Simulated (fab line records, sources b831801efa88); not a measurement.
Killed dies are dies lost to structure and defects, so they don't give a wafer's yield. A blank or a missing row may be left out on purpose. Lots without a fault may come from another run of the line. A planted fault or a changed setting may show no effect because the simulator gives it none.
Which tool did it? | flow gf180mcu | 6 lots, 18 wafers sampled, at 4 steps of a route of 602

WHAT THE GAUGES READ, wafer by wafer
GF_PASSIVATION_THK_MEAS_01.
lot  | measured     | on            | PASSIVATION_CVD_00_THK (nm)
L132 | day 29 06:47 | film_metro-04 | 983 1012 967
L135 | day 29 21:51 | film_metro-04 | 979 1008 1009
L136 | day 30 09:58 | film_metro-03 | 990 981 998
L138 | day 30 17:59 | film_metro-01 | 1003 1019 995
L142 | day 32 00:46 | film_metro-04 | 982 1002 1005
L151 | day 34 03:20 | film_metro-04 | 992 992 1006

WHICH TOOL RAN EACH LOT (tool, then ch and the chambers of the sampled wafers, then the start)
lot  | GF_V5_CVD_23                  | GF_TOP_METAL_SPUTTER_01      | GF_TOP_METAL_METAL_ETCH_16
L132 | cvd_w-02 ch 0,1, day 28 09:11 | pvd_sputter-02, day 28 09:53 | rie_metal-02 ch 0, day 29 05:47
L135 | cvd_w-02 ch 0,1, day 29 00:50 | pvd_sputter-03, day 29 01:29 | rie_metal-02 ch 0,1, day 29 21:05
L136 | cvd_w-02 ch 0,1, day 29 13:05 | pvd_sputter-02, day 29 13:47 | rie_metal-03 ch 0,1, day 30 09:05
L138 | cvd_w-02 ch 0,1, day 29 21:41 | pvd_sputter-04, day 29 22:20 | rie_metal-02 ch 0,1, day 30 16:49
L142 | cvd_w-01 ch 0,1, day 31 06:03 | pvd_sputter-04, day 31 06:50 | rie_metal-03 ch 0,1, day 31 23:54
L151 | cvd_w-02 ch 0,1, day 33 10:44 | pvd_sputter-03, day 33 11:26 | rie_metal-02 ch 0,1, day 34 02:30
- GF_V5_CVD_23: deposits W, target thk 350 nm, time 104.9 s.
- GF_TOP_METAL_SPUTTER_01: material TiN, target thk 30 nm, time 25 s.
- GF_TOP_METAL_METAL_ETCH_16: etches the open film in Cl2/BCl3, stops on SiO2, target depth 1197 nm, time 199.5 s.

THE ANSWER, worked out from the rows above alone
Rule: what is usual is taken from the lots themselves. Put in order of their means at a reading, lots are off if they are a third of the lots or fewer, leave a main group of 4 or more, and stand apart from it by a gap of 3 or more times the standard deviation of the main group's means; of several such gaps the widest counts. A main group whose means are all the same, to the digits that the tables above print for the reading, isn't used. A lot without any number at a reading at which 4 lots or more have one is off too. The other lots that the step has rows for count as sound.
No lot is off at any reading shown: from this, nothing can be told.

WHAT THE SIMULATOR HAD PUT IN
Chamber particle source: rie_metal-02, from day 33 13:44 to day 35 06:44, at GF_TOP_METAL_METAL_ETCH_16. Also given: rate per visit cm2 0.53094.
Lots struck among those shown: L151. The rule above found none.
